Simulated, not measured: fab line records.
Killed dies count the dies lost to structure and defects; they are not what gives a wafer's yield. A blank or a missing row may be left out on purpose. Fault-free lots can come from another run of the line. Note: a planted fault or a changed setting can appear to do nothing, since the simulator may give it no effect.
fab line records	flow gf180mcu
[record] lots = 24	wafers = 72	lastDay = 34
route steps=602 shown V4@500 MIM@507 M5@536 V5@542
lots that met no fault: taken from a fault-free run of the same line
startH: the number of hours between the record's first day and the start of the first shown wafer of the lot	waitH: time in hours since the lot's previous step	" the same as in the row above	L1.1+2: a single row standing in for several wafers	- no value present, or no start provided	* or withheld: withheld	< > ~ a bound
route shown NAME@n: NAME is a module with steps in the file, n the number in the route of the first one	usual: mean/standard deviation taken from wafers without a fault	same: alike in all rows	chamber/n: place in a boat	sites: readings site by site	_std_site: their standard deviation	_edge_site: inner sites' mean taken away from outer sites' mean	radiusMm: how far each site lies from the wafer's centre	mask NAME#n: copy n	behind: tool/chamber where the wafer was last shaped	hold: the reason the lot was held/the length of the hold in hours/how it ended	device: transistor that didn't switch, given as n, p or np	end of line: at the end of the route, the tests of the same wafers	for a step that has no rows: nothing shown but its recipe	killed: count of dies lost to structure and defects at first sort (not the wafer's yield)	map: a wafer's dies, x killed, . not, _ none there
set.NAME: the setting the step ran with; set.NAME@STEP: the setting that earlier step ran with	model.NAME: the simulator's own value behind a step, which no gauge read
one table for each step of the route and one row for each wafer, over a sample of lots
services: the hour from which a tool's chamber was out of use, counted from the record's first day as startH (under 0 if before that day), plus the number of hours and why
[[steps]]
[step GF_V4_RS_MEAS_24]
[recipe] thkMeasGauge = four-point-probe	reads = W_of_V4_CVD_23+TiN_of_V4_SPUTTER_22+Ti_of_V4_SPUTTER_21
[usual] V4_W_RS = 0.327/0.0033
lot.wafer	tool	chamber	startH	waitH	V4_W_RS[ohm/sq]
L074.3	filmMetro-04	-	577.91	0.1	0.326
L074.4	"	-	"	"	0.325
L074.6	"	-	"	"	0.330
L075.1	filmMetro-01	-	578.52	0.1	0.326
L075.2	"	-	"	"	0.331
L075.5	"	-	"	"	0.329
L076.2	filmMetro-01	-	589.93	0.1	0.326
L076.5	"	-	"	"	0.328
L076.6	"	-	"	"	0.325
L077.2	filmMetro-04	-	595.37	0.1	0.332
L077.3	"	-	"	"	0.331
L077.5	"	-	"	"	0.333
L078.1	filmMetro-01	-	599.67	0.1	0.322
L078.4	"	-	"	"	0.325
L078.6	"	-	"	"	0.328
L079.3	filmMetro-02	-	602.45	0.2	0.327
L079.4	"	-	"	"	0.324
L079.5	"	-	"	"	0.326
L080.1	filmMetro-01	-	615.41	0.1	0.329
L080.5	"	-	"	"	0.329
L080.6	"	-	"	"	0.328
L081.2	filmMetro-04	-	620.76	0.2	0.325
L081.3	"	-	"	"	0.328
L081.4	"	-	"	"	0.321
L082.3	filmMetro-04	-	631.36	0.1	0.323
L082.4	"	-	"	"	0.329
L082.5	"	-	"	"	0.322
L083.1	filmMetro-01	-	648.01	0.1	0.321
L083.2	"	-	"	"	0.320
L083.3	"	-	"	"	0.324
L084.2	filmMetro-01	-	651.10	0.1	0.320
L084.3	"	-	"	"	0.328
L084.4	"	-	"	"	0.325
L085.1	filmMetro-01	-	654.16	0.1	0.324
L085.4	"	-	"	"	0.324
L085.6	"	-	"	"	0.323
L086.1	filmMetro-02	-	662.03	0.1	0.328
L086.3	"	-	"	"	0.331
L086.6	"	-	"	"	0.330
L087.1	filmMetro-04	-	671.84	0.1	0.324
L087.5	"	-	"	"	0.327
L087.6	"	-	"	"	0.326
L088.3	filmMetro-02	-	677.59	0.1	0.325
L088.4	"	-	"	"	0.327
L088.5	"	-	"	"	0.325
L089.2	filmMetro-02	-	679.61	0.1	0.330
L089.4	"	-	"	"	0.323
L089.5	"	-	"	"	0.328
L090.1	filmMetro-02	-	685.47	0.1	0.325
L090.2	"	-	"	"	0.330
L090.4	"	-	"	"	0.323
L091.1	filmMetro-01	-	694.66	0.1	0.327
L091.2	"	-	"	"	0.327
L091.3	"	-	"	"	0.327
L092.1	filmMetro-02	-	698.22	0.1	0.332
L092.2	"	-	"	"	0.322
L092.5	"	-	"	"	0.329
L093.2	filmMetro-02	-	710.95	0.1	0.328
L093.3	"	-	"	"	0.326
L093.5	"	-	"	"	0.324
L094.1	filmMetro-04	-	713.74	0.1	0.328
L094.2	"	-	"	"	0.329
L094.4	"	-	"	"	0.326
L095.1	filmMetro-04	-	721.10	0.1	0.325
L095.2	"	-	"	"	0.321
L095.4	"	-	"	"	0.328
L096.2	filmMetro-01	-	726.73	0.1	0.329
L096.3	"	-	"	"	0.326
L096.6	"	-	"	"	0.322
L097.1	filmMetro-01	-	730.17	0.1	0.332
L097.2	"	-	"	"	0.326
L097.5	"	-	"	"	0.326
[step GF_MIM_SPUTTER_04]
[recipe] material = TiN	targetThkNm = 50	powerW = 6500	timeS = 41.7	chamberPressurePa = 0.4
[usual] cathodeDcPowerW = 6500.1/1.2	throttleValvePct = 30.4/0.74
[same] timeS = 41.7
lot.wafer	tool	chamber	startH	waitH	cathodeDcPowerW	throttleValvePct
L074.3	pvdSputter-03	-	578.53	0.0	6501.2	30.2
L074.4	"	-	"	"	6502.2	30.6
L074.6	"	-	"	"	6499.8	32.0
L075.1	pvdSputter-03	-	579.18	0.0	6500.2	30.6
L075.2	"	-	"	"	6499.5	31.9
L075.5	"	-	"	"	6501.2	30.3
L076.2	pvdSputter-01	-	590.62	0.0	6499.6	29.6
L076.5	"	-	"	"	6501.7	29.5
L076.6	"	-	"	"	6500.9	29.6
L077.2	pvdSputter-03	-	596.10	0.0	6499.4	29.8
L077.3	"	-	"	"	6501.7	30.5
L077.5	"	-	"	"	6500.1	30.5
L078.1	pvdSputter-01	-	600.33	0.0	6500.8	29.5
L078.4	"	-	"	"	6499.6	29.8
L078.6	"	-	"	"	6500.1	29.5
L079.3	pvdSputter-03	-	603.07	0.0	6501.1	30.4
L079.4	"	-	"	"	6499.8	32.0
L079.5	"	-	"	"	6498.4	30.1
L080.1	pvdSputter-01	-	616.07	0.0	6499.5	29.6
L080.5	"	-	"	"	6500.3	29.3
L080.6	"	-	"	"	6500.2	29.4
L081.2	pvdSputter-03	-	621.41	0.0	6498.7	31.7
L081.3	"	-	"	"	6500.2	30.5
L081.4	"	-	"	"	6500.8	32.1
L082.3	pvdSputter-03	-	631.98	0.0	6501.6	31.7
L082.4	"	-	"	"	6500.3	30.0
L082.5	"	-	"	"	6500.8	30.3
L083.1	pvdSputter-01	-	648.67	0.0	6500.0	29.4
L083.2	"	-	"	"	6500.0	29.4
L083.3	"	-	"	"	6499.8	29.7
L084.2	pvdSputter-01	-	651.74	0.0	6500.2	29.4
L084.3	"	-	"	"	6501.6	29.5
L084.4	"	-	"	"	6498.9	29.9
L085.1	pvdSputter-03	-	654.82	0.0	6501.1	30.2
L085.4	"	-	"	"	6499.7	32.0
L085.6	"	-	"	"	6501.3	30.1
L086.1	pvdSputter-02	-	662.69	0.0	6499.4	30.2
L086.3	"	-	"	"	6501.4	30.9
L086.6	"	-	"	"	6499.4	31.1
L087.1	pvdSputter-03	-	672.50	0.0	6501.2	30.5
L087.5	"	-	"	"	6500.3	30.5
L087.6	"	-	"	"	6499.8	30.3
L088.3	pvdSputter-02	-	678.21	0.0	6500.9	29.5
L088.4	"	-	"	"	6500.7	30.3
L088.5	"	-	"	"	6500.6	30.2
L089.2	pvdSputter-03	-	680.26	0.0	6497.1	30.4
L089.4	"	-	"	"	6502.6	30.6
L089.5	"	-	"	"	6502.0	30.6
L090.1	pvdSputter-01	-	686.13	0.0	6499.9	30.2
L090.2	"	-	"	"	6500.6	29.8
L090.4	"	-	"	"	6499.9	29.4
L091.1	pvdSputter-01	-	695.33	0.0	6497.9	29.3
L091.2	"	-	"	"	6500.5	30.3
L091.3	"	-	"	"	6500.6	29.4
L092.1	pvdSputter-02	-	698.88	0.0	6498.7	31.0
L092.2	"	-	"	"	6500.4	30.2
L092.5	"	-	"	"	6498.9	30.2
L093.2	pvdSputter-02	-	711.59	0.0	6498.8	30.4
L093.3	"	-	"	"	6501.2	29.1
L093.5	"	-	"	"	6496.4	29.6
L094.1	pvdSputter-02	-	714.40	0.0	6501.2	31.1
L094.2	"	-	"	"	6500.7	31.2
L094.4	"	-	"	"	6500.5	29.4
L095.1	pvdSputter-02	-	721.76	0.0	6501.8	30.1
L095.2	"	-	"	"	6499.0	29.7
L095.4	"	-	"	"	6501.3	30.9
L096.2	pvdSputter-03	-	727.37	0.0	6500.1	32.0
L096.3	"	-	"	"	6499.9	30.2
L096.6	"	-	"	"	6501.5	30.1
L097.1	pvdSputter-02	-	730.83	0.0	6499.8	31.0
L097.2	"	-	"	"	6500.0	30.9
L097.5	"	-	"	"	6500.2	29.5
[step GF_M5_METAL_ETCH_10]
[recipe] chemistry = Cl2/BCl3	maskMaterial = KrF	targetDepthNm = 750.8	stopOn = SiO2	pressureMtorr = 8	icpW = 800	biasW = 140	Cl2_flow_sccm = 80	bcl3FlowSccm = 40	timeS = 125.1
[usual] bcl3FlowSccm = 40.00/0.13	drypumpMotorCurrentA = 6.0/0.49	oesProductAu = 0.993/0.0047	throttleValvePct = 28.227/0.0095
[same] timeS = 125.1
lot.wafer	tool	chamber	startH	waitH	bcl3FlowSccm	drypumpMotorCurrentA	oesProductAu	rfHoursCounterH	throttleValvePct
L074.3	rieMetal-04	0	620.76	0.1	40.18	5.7	0.998	-	28.212
L074.4	"	1	"	"	39.94	5.3	0.991	-	28.234
L074.6	"	1	"	"	40.13	5.4	0.989	-	28.219
L075.1	rieMetal-02	0	621.67	0.0	39.84	6.4	0.990	13	28.220
L075.2	"	1	"	"	40.01	6.7	0.996	0	28.227
L075.5	"	1	"	"	39.94	6.6	0.997	-	28.226
L076.2	rieMetal-02	0	632.60	0.0	39.97	6.4	0.990	13	28.234
L076.5	"	1	"	"	39.89	6.7	0.993	-	28.222
L076.6	"	0	"	"	39.88	6.4	0.994	-	28.216
L077.2	rieMetal-04	1	637.35	0.0	39.95	5.4	0.991	5	28.245
L077.3	"	0	"	"	39.92	5.7	0.995	-	28.210
L077.5	"	1	"	"	40.00	5.3	0.991	-	28.232
L078.1	rieMetal-04	1	641.54	0.0	39.99	5.3	0.992	5	28.234
L078.4	"	1	"	"	39.96	5.4	0.981	-	28.244
L078.6	"	0	"	"	40.02	5.7	0.994	-	28.227
L079.3	rieMetal-02	0	644.66	0.1	40.04	6.4	0.987	-	28.225
L079.4	"	1	"	"	40.22	6.6	0.995	-	28.247
L079.5	"	0	"	"	39.86	6.4	0.995	-	28.230
L080.1	rieMetal-04	1	656.99	0.0	40.03	5.3	0.986	6	28.227
L080.5	"	1	"	"	39.84	5.4	0.984	-	28.237
L080.6	"	0	"	"	39.80	5.7	0.999	-	28.229
L081.2	rieMetal-01	0	662.70	0.0	40.04	6.2	0.989	11	28.231
L081.3	"	1	"	"	39.92	5.5	0.996	-	28.218
L081.4	"	0	"	"	40.04	6.2	0.995	-	28.210
L082.3	rieMetal-04	0	673.49	0.1	40.16	5.7	0.991	-	28.203
L082.4	"	1	"	"	40.02	5.4	0.984	-	28.223
L082.5	"	0	"	"	40.25	5.6	0.993	-	28.222
L083.1	rieMetal-01	1	688.27	0.0	39.78	5.6	0.996	6	28.232
L083.2	"	0	"	"	40.05	6.2	0.993	12	28.225
L083.3	"	0	"	"	39.96	6.2	0.993	-	28.222
L084.2	rieMetal-04	0	691.92	0.0	40.28	5.7	0.995	12	28.232
L084.3	"	1	"	"	39.83	5.4	0.986	-	28.223
L084.4	"	0	"	"	40.18	5.7	0.986	-	28.224
L085.1	rieMetal-01	1	694.99	0.0	39.89	5.5	0.997	6	28.225
L085.4	"	0	"	"	39.95	6.2	0.994	-	28.232
L085.6	"	1	"	"	40.07	5.5	0.993	-	28.235
L086.1	rieMetal-01	0	701.62	0.0	39.78	6.2	0.998	12	28.228
L086.3	"	1	"	"	40.01	5.6	0.996	-	28.221
L086.6	"	1	"	"	40.07	5.5	0.988	-	28.210
L087.1	rieMetal-02	0	711.70	0.0	40.07	6.4	0.994	0	28.242
L087.5	"	0	"	"	40.15	6.4	0.992	-	28.240
L087.6	"	1	"	"	39.82	6.7	0.993	-	28.223
L088.3	rieMetal-01	0	716.00	0.1	40.05	6.2	0.995	-	28.216
L088.4	"	0	"	"	40.12	6.2	0.993	-	28.216
L088.5	"	0	"	"	39.96	6.2	0.996	-	28.234
L089.2	rieMetal-02	0	718.02	0.0	40.00	6.4	0.996	1	28.230
L089.4	"	1	"	"	39.84	6.6	0.993	-	28.216
L089.5	"	1	"	"	39.93	6.6	0.992	-	28.222
L090.1	rieMetal-04	1	724.29	0.0	39.98	5.3	0.985	8	28.233
L090.2	"	0	"	"	39.74	5.6	0.993	13	28.220
L090.4	"	1	"	"	40.04	5.4	0.987	-	28.237
L091.1	rieMetal-01	1	732.62	0.0	39.93	5.6	0.986	7	28.223
L091.2	"	1	"	"	39.86	5.6	0.998	-	28.214
L091.3	"	1	"	"	40.00	5.6	0.998	-	28.231
L092.1	rieMetal-02	1	735.90	0.0	39.75	6.6	1.002	6	28.215
L092.2	"	0	"	"	40.15	6.4	0.993	2	28.237
L092.5	"	1	"	"	39.97	6.6	0.994	-	28.230
L093.2	rieMetal-02	1	747.03	0.0	40.26	6.7	0.997	7	28.228
L093.3	"	0	"	"	39.94	6.4	0.987	-	28.226
L093.5	"	0	"	"	39.84	6.4	0.983	-	28.223
L094.1	rieMetal-02	0	750.35	0.0	39.91	6.4	0.995	2	28.224
L094.2	"	1	"	"	40.02	6.7	1.000	7	28.240
L094.4	"	0	"	"	39.91	6.4	0.993	-	28.228
L095.1	rieMetal-02	1	757.27	0.0	40.15	6.7	0.988	7	28.224
L095.2	"	0	"	"	40.12	6.4	0.988	3	28.221
L095.4	"	1	"	"	40.08	6.7	0.993	-	28.236
L096.2	rieMetal-02	1	762.15	0.0	40.15	6.7	0.995	8	28.240
L096.3	"	0	"	"	40.13	6.4	0.990	-	28.236
L096.6	"	1	"	"	40.02	6.7	0.988	-	28.212
L097.1	rieMetal-01	1	765.72	0.0	40.23	5.5	0.993	11	28.238
L097.2	"	0	"	"	39.83	6.2	0.997	14	28.230
L097.5	"	0	"	"	40.05	6.2	0.989	-	28.226
[step GF_V5_CVD_02]
[recipe] material = SiO2	targetThkNm = 1450	precursor = TEOS	tempC = 400	timeS = 163.28	rfW = 600
[usual] heaterPowerW = 675/96
[same] timeS = 163.28
lot.wafer	tool	chamber	startH	waitH	heaterPowerW
L074.3	pecvd-01	1	621.49	0.0	804
L074.4	"	0	"	"	718
L074.6	"	2	"	"	641
L075.1	pecvd-04	0	622.57	0.1	635
L075.2	"	1	"	"	695
L075.5	"	1	"	"	767
L076.2	pecvd-04	1	633.39	0.0	711
L076.5	"	2	"	"	556
L076.6	"	1	"	"	773
L077.2	pecvd-01	0	638.17	0.0	747
L077.3	"	2	"	"	760
L077.5	"	2	"	"	805
L078.1	pecvd-01	1	642.33	0.1	762
L078.4	"	2	"	"	825
L078.6	"	0	"	"	726
L079.3	pecvd-02	0	645.42	0.0	493
L079.4	"	1	"	"	604
L079.5	"	0	"	"	555
L080.1	pecvd-01	1	657.75	0.1	808
L080.5	"	1	"	"	866
L080.6	"	2	"	"	645
L081.2	pecvd-02	2	663.46	0.0	720
L081.3	"	0	"	"	478
L081.4	"	0	"	"	516
L082.3	pecvd-02	1	674.25	0.0	657
L082.4	"	1	"	"	729
L082.5	"	0	"	"	533
L083.1	pecvd-04	1	689.07	0.1	667
L083.2	"	2	"	"	560
L083.3	"	2	"	"	636
L084.2	pecvd-02	0	692.69	0.0	440
L084.3	"	2	"	"	717
L084.4	"	0	"	"	509
L085.1	pecvd-04	1	695.88	0.1	700
L085.4	"	2	"	"	655
L085.6	"	2	"	"	532
L086.1	pecvd-04	0	702.73	0.1	657
L086.3	"	1	"	"	763
L086.6	"	1	"	"	629
L087.1	pecvd-02	1	712.55	0.1	606
L087.5	"	0	"	"	532
L087.6	"	1	"	"	689
L088.3	pecvd-01	1	716.81	0.0	784
L088.4	"	0	"	"	603
L088.5	"	2	"	"	810
L089.2	pecvd-04	2	718.78	0.0	594
L089.4	"	2	"	"	651
L089.5	"	0	"	"	722
L090.1	pecvd-01	1	725.05	0.1	867
L090.2	"	0	"	"	747
L090.4	"	2	"	"	781
L091.1	pecvd-04	2	733.54	0.1	614
L091.2	"	1	"	"	635
L091.3	"	0	"	"	716
L092.1	pecvd-02	1	736.68	0.1	720
L092.2	"	0	"	"	519
L092.5	"	0	"	"	413
L093.2	pecvd-04	1	747.80	0.0	724
L093.3	"	2	"	"	580
L093.5	"	2	"	"	650
L094.1	pecvd-01	1	751.11	0.1	844
L094.2	"	0	"	"	655
L094.4	"	1	"	"	702
L095.1	pecvd-04	0	758.06	0.1	700
L095.2	"	2	"	"	639
L095.4	"	0	"	"	582
L096.2	pecvd-04	1	762.93	0.0	766
L096.3	"	0	"	"	665
L096.6	"	0	"	"	739
L097.1	pecvd-02	1	766.53	0.1	625
L097.2	"	0	"	"	514
L097.5	"	2	"	"	683
[step GF_V5_BOW_MEAS_05]
[recipe] mode = bow
[usual] V5_BOW = 135/8.3
lot.wafer	tool	chamber	startH	waitH	V5_BOW[um]
L074.3	filmMetro-03	-	621.99	0.3	131
L074.4	"	-	"	"	126
L074.6	"	-	"	"	135
L075.1	filmMetro-03	-	623.04	0.2	126
L075.2	"	-	"	"	130
L075.5	"	-	"	"	131
L076.2	filmMetro-03	-	633.92	0.2	139
L076.5	"	-	"	"	141
L076.6	"	-	"	"	151
L077.2	filmMetro-03	-	638.65	0.2	130
L077.3	"	-	"	"	134
L077.5	"	-	"	"	143
L078.1	filmMetro-03	-	642.91	0.2	139
L078.4	"	-	"	"	139
L078.6	"	-	"	"	141
L079.3	filmMetro-03	-	645.93	0.1	138
L079.4	"	-	"	"	134
L079.5	"	-	"	"	137
L080.1	filmMetro-01	-	658.22	0.2	134
L080.5	"	-	"	"	123
L080.6	"	-	"	"	131
L081.2	filmMetro-02	-	664.02	0.1	125
L081.3	"	-	"	"	127
L081.4	"	-	"	"	131
L082.3	filmMetro-01	-	674.76	0.2	132
L082.4	"	-	"	"	117
L082.5	"	-	"	"	121
L083.1	filmMetro-02	-	689.59	0.1	138
L083.2	"	-	"	"	139
L083.3	"	-	"	"	132
L084.2	filmMetro-01	-	693.18	0.3	142
L084.3	"	-	"	"	128
L084.4	"	-	"	"	143
L085.1	filmMetro-01	-	696.44	0.2	131
L085.4	"	-	"	"	142
L085.6	"	-	"	"	134
L086.1	filmMetro-03	-	703.19	0.2	122
L086.3	"	-	"	"	130
L086.6	"	-	"	"	122
L087.1	filmMetro-03	-	713.02	0.1	131
L087.5	"	-	"	"	135
L087.6	"	-	"	"	136
L088.3	filmMetro-01	-	717.32	0.2	136
L088.4	"	-	"	"	128
L088.5	"	-	"	"	131
L089.2	filmMetro-03	-	719.28	0.1	142
L089.4	"	-	"	"	145
L089.5	"	-	"	"	139
L090.1	filmMetro-01	-	725.52	0.2	144
L090.2	"	-	"	"	145
L090.4	"	-	"	"	148
L091.1	filmMetro-01	-	734.00	0.1	142
L091.2	"	-	"	"	133
L091.3	"	-	"	"	140
L092.1	filmMetro-01	-	737.15	0.2	150
L092.2	"	-	"	"	143
L092.5	"	-	"	"	141
L093.2	filmMetro-02	-	748.31	0.2	133
L093.3	"	-	"	"	134
L093.5	"	-	"	"	129
L094.1	filmMetro-02	-	751.58	0.2	136
L094.2	"	-	"	"	127
L094.4	"	-	"	"	126
L095.1	filmMetro-01	-	758.53	0.2	146
L095.2	"	-	"	"	136
L095.4	"	-	"	"	144
L096.2	filmMetro-03	-	763.42	0.1	137
L096.3	"	-	"	"	138
L096.6	"	-	"	"	155
L097.1	filmMetro-01	-	767.00	0.1	141
L097.2	"	-	"	"	144
L097.5	"	-	"	"	139
[step GF_V5_SPUTTER_22]
[recipe] material = TiN	targetThkNm = 10	chamberPressurePa = 5	powerW = 4000	timeS = 40
[usual] cathodeDcPowerW = 4000.0/0.76	throttleValvePct = 30.8/0.62
[same] timeS = 40
lot.wafer	tool	chamber	startH	waitH	cathodeDcPowerW	throttleValvePct
L074.3	pvdSputter-04	-	643.29	0.0	4000.1	31.1
L074.4	"	-	"	"	4000.5	31.1
L074.6	"	-	"	"	4000.1	31.6
L075.1	pvdSputter-04	-	644.18	0.0	4000.7	31.4
L075.2	"	-	"	"	4001.3	31.2
L075.5	"	-	"	"	3999.5	31.2
L076.2	pvdSputter-04	-	655.06	0.0	3999.4	31.2
L076.5	"	-	"	"	4001.3	31.5
L076.6	"	-	"	"	4000.3	30.8
L077.2	pvdSputter-02	-	660.05	0.0	3999.1	31.2
L077.3	"	-	"	"	3999.4	30.2
L077.5	"	-	"	"	3998.6	31.3
L078.1	pvdSputter-02	-	664.23	0.0	4000.8	30.3
L078.4	"	-	"	"	3999.8	29.4
L078.6	"	-	"	"	3999.4	29.5
L079.3	pvdSputter-04	-	667.04	0.0	3999.8	30.9
L079.4	"	-	"	"	4000.6	30.9
L079.5	"	-	"	"	4000.4	31.0
L080.1	pvdSputter-02	-	678.72	0.0	4000.7	30.9
L080.5	"	-	"	"	3999.9	29.5
L080.6	"	-	"	"	3999.4	31.2
L081.2	pvdSputter-04	-	684.95	0.0	4000.5	30.7
L081.3	"	-	"	"	4000.8	31.4
L081.4	"	-	"	"	3999.0	30.7
L082.3	pvdSputter-02	-	695.09	0.0	3999.4	29.6
L082.4	"	-	"	"	3998.7	31.3
L082.5	"	-	"	"	3999.7	31.0
L083.1	pvdSputter-03	-	708.61	0.0	4000.8	30.4
L083.2	"	-	"	"	4001.2	30.5
L083.3	"	-	"	"	4000.6	30.7
L084.2	pvdSputter-02	-	712.54	0.0	3999.3	29.6
L084.3	"	-	"	"	4000.9	30.6
L084.4	"	-	"	"	3999.4	31.2
L085.1	pvdSputter-03	-	715.99	0.0	3999.6	31.9
L085.4	"	-	"	"	4000.5	30.5
L085.6	"	-	"	"	4001.3	30.3
L086.1	pvdSputter-04	-	722.21	0.0	4000.0	31.3
L086.3	"	-	"	"	4000.7	30.9
L086.6	"	-	"	"	3999.4	31.0
L087.1	pvdSputter-02	-	732.09	0.0	3999.4	30.2
L087.5	"	-	"	"	4000.3	30.5
L087.6	"	-	"	"	3998.2	31.0
L088.3	pvdSputter-02	-	735.61	0.0	4000.3	29.5
L088.4	"	-	"	"	4000.2	30.4
L088.5	"	-	"	"	3999.1	30.8
L089.2	pvdSputter-02	-	737.61	0.0	3998.8	31.6
L089.4	"	-	"	"	4001.1	29.4
L089.5	"	-	"	"	4000.7	30.9
L090.1	pvdSputter-03	-	744.01	0.0	3998.9	30.5
L090.2	"	-	"	"	3999.1	30.3
L090.4	"	-	"	"	4001.0	31.8
L091.1	pvdSputter-03	-	752.11	0.0	4000.6	30.4
L091.2	"	-	"	"	3999.3	30.4
L091.3	"	-	"	"	3999.6	30.4
L092.1	pvdSputter-02	-	755.34	0.0	3999.9	31.2
L092.2	"	-	"	"	3999.3	29.4
L092.5	"	-	"	"	4000.7	31.2
L093.2	pvdSputter-04	-	765.63	0.0	3999.9	31.2
L093.3	"	-	"	"	4000.0	31.3
L093.5	"	-	"	"	4000.5	30.9
L094.1	pvdSputter-02	-	768.62	0.0	3999.3	30.9
L094.2	"	-	"	"	3999.8	30.6
L094.4	"	-	"	"	4000.4	29.6
L095.1	pvdSputter-04	-	775.42	0.0	3999.0	30.9
L095.2	"	-	"	"	4000.5	31.4
L095.4	"	-	"	"	4000.1	30.6
L096.2	pvdSputter-03	-	780.56	0.0	3999.7	30.5
L096.3	"	-	"	"	3999.8	30.5
L096.6	"	-	"	"	4001.3	30.5
L097.1	pvdSputter-02	-	783.16	0.0	4001.8	31.1
L097.2	"	-	"	"	3999.6	31.0
L097.5	"	-	"	"	3998.9	30.9
[[services]]
tool	chamber	startH	hours	kind
pvdSputter-02	2	557.55	-	consumableReplace:kit
rieMetal-02	-	570.98	1.4	pm
pecvd-02	1	581.40	10.4	repair
pvdSputter-02	-	586.00	38.3	repair
pecvd-04	1	586.59	16.4	repair
pecvd-02	-	600.67	0.5	repair
pecvd-02	-	616.86	1.5	repair
pecvd-01	0	622.85	4.4	repair
rieMetal-02	-	628.25	0.6	repair
pecvd-02	-	641.55	1.6	repair
pvdSputter-02	-	643.78	4.5	repair
pvdSputter-03	-	647.45	1.2	repair
pecvd-01	-	650.36	2.8	pm
pvdSputter-04	-	675.67	5.4	repair
pecvd-04	0	684.83	13.9	repair
pvdSputter-04	-	690.43	2.2	repair
rieMetal-01	-	698.20	1.4	pm
pecvd-02	0	708.15	2.7	repair
rieMetal-01	1	711.99	5.3	repair
rieMetal-04	-	727.55	0.6	repair
pvdSputter-03	-	730.99	3.0	repair
rieMetal-01	0	731.58	22.2	repair
rieMetal-02	-	755.36	1.1	repair
rieMetal-04	-	762.15	1.4	pm
[[key]]
fault none
